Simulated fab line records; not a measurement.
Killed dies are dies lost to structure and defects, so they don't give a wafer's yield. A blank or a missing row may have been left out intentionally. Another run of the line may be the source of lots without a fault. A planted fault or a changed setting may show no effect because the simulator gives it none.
The tool behind it: which one?	flow sky130	Sampling: 13 lots, 39 wafers, 2 of 708 route steps

== WHAT EACH GAUGE READ, for each wafer ==
SKY_CAPM_OVL_MEAS_12.
lot	measured	on	CAPM_OVL (nm)
L154	day 38 20:32	overlay-02	1.0 2.0 -0.3
L156	day 39 07:54	overlay-01	1.0 0.5 0.3
L158	day 39 19:07	overlay-02	1.7 2.1 1.8
L159	day 40 04:04	overlay-01	1.3 2.7 0.3
L160	day 40 08:45	overlay-02	0.0 -0.2 1.3
L161	day 40 17:41	overlay-02	3.1 1.3 1.4
L163	day 41 01:31	overlay-02	-0.8 0.0 0.2
L164	day 41 08:26	overlay-01	2.3 3.4 2.5
L165	day 41 15:45	overlay-02	3.7 1.5 3.2
L166	day 42 10:32	overlay-01	0.3 1.4 1.1
L170	day 42 21:33	overlay-01	-0.6 0.7 -0.4
L171	day 43 08:40	overlay-02	2.3 1.4 2.6
L173	day 43 21:35	overlay-01	1.1 1.8 0.7

SKY_METAL3_OVL_MEAS_14.
lot	measured	on	METAL3_OVL (nm)
L154	day 39 22:40	overlay-01	0 -1 1
L156	day 40 11:10	overlay-02	-3 -3 -1
L158	day 40 22:17	overlay-02	2 -2 5
L159	day 41 05:41	overlay-02	-4 -3 -9
L160	day 41 10:46	overlay-01	2 -8 0
L161	day 41 19:27	overlay-01	2 -1 9
L163	day 42 03:07	overlay-02	-6 2 -9
L164	day 42 09:31	overlay-02	-5 -6 -3
L165	day 42 16:50	overlay-01	-3 -12 -10
L166	day 43 11:18	overlay-02	7 -2 -3
L170	day 43 22:21	overlay-02	-4 11 -1
L171	day 44 08:16	overlay-02	-12 -1 -5
L173	day 44 21:34	overlay-01	-1 7 -2

== WHAT TOOL EACH LOT RAN ON (gives the tool, then ch and the chambers of the sampled wafers, and finally the start) ==
Record: no process step prior to these readings.

== WHAT THE TOOLS THEMSELVES READ (means of the sampled wafers that have a number; where no wafer has one, the mark that the record gives instead) ==
The record holds no such reading with a usual standard deviation.

== THE ANSWER, worked out from the rows above alone ==
Rule: the usual values come from the lots themselves. The widest of any qualifying gaps counts: lots, ordered by their means at a reading, are off when they make up no more than a third of the lots, leave a main group of 4 or more, and stand apart from it by 3 or more times the standard deviation of that group's means. A main group is skipped when, at the precision printed for the reading in the tables above, its means are all equal. A lot without any number at a reading at which 4 lots or more have one is off too. All remaining lots with rows at the step are treated as sound. After the gauges, taken in route order, come the tools' own readings; for these a lot's mean is taken, as printed above. The first step at which some lot is off is used, and at that step the reading that is off furthest; a lot without a number counts as furthest.
None of the lots is off at any reading shown; this tells nothing.

== WHAT THE SIMULATOR HAD PUT IN ==
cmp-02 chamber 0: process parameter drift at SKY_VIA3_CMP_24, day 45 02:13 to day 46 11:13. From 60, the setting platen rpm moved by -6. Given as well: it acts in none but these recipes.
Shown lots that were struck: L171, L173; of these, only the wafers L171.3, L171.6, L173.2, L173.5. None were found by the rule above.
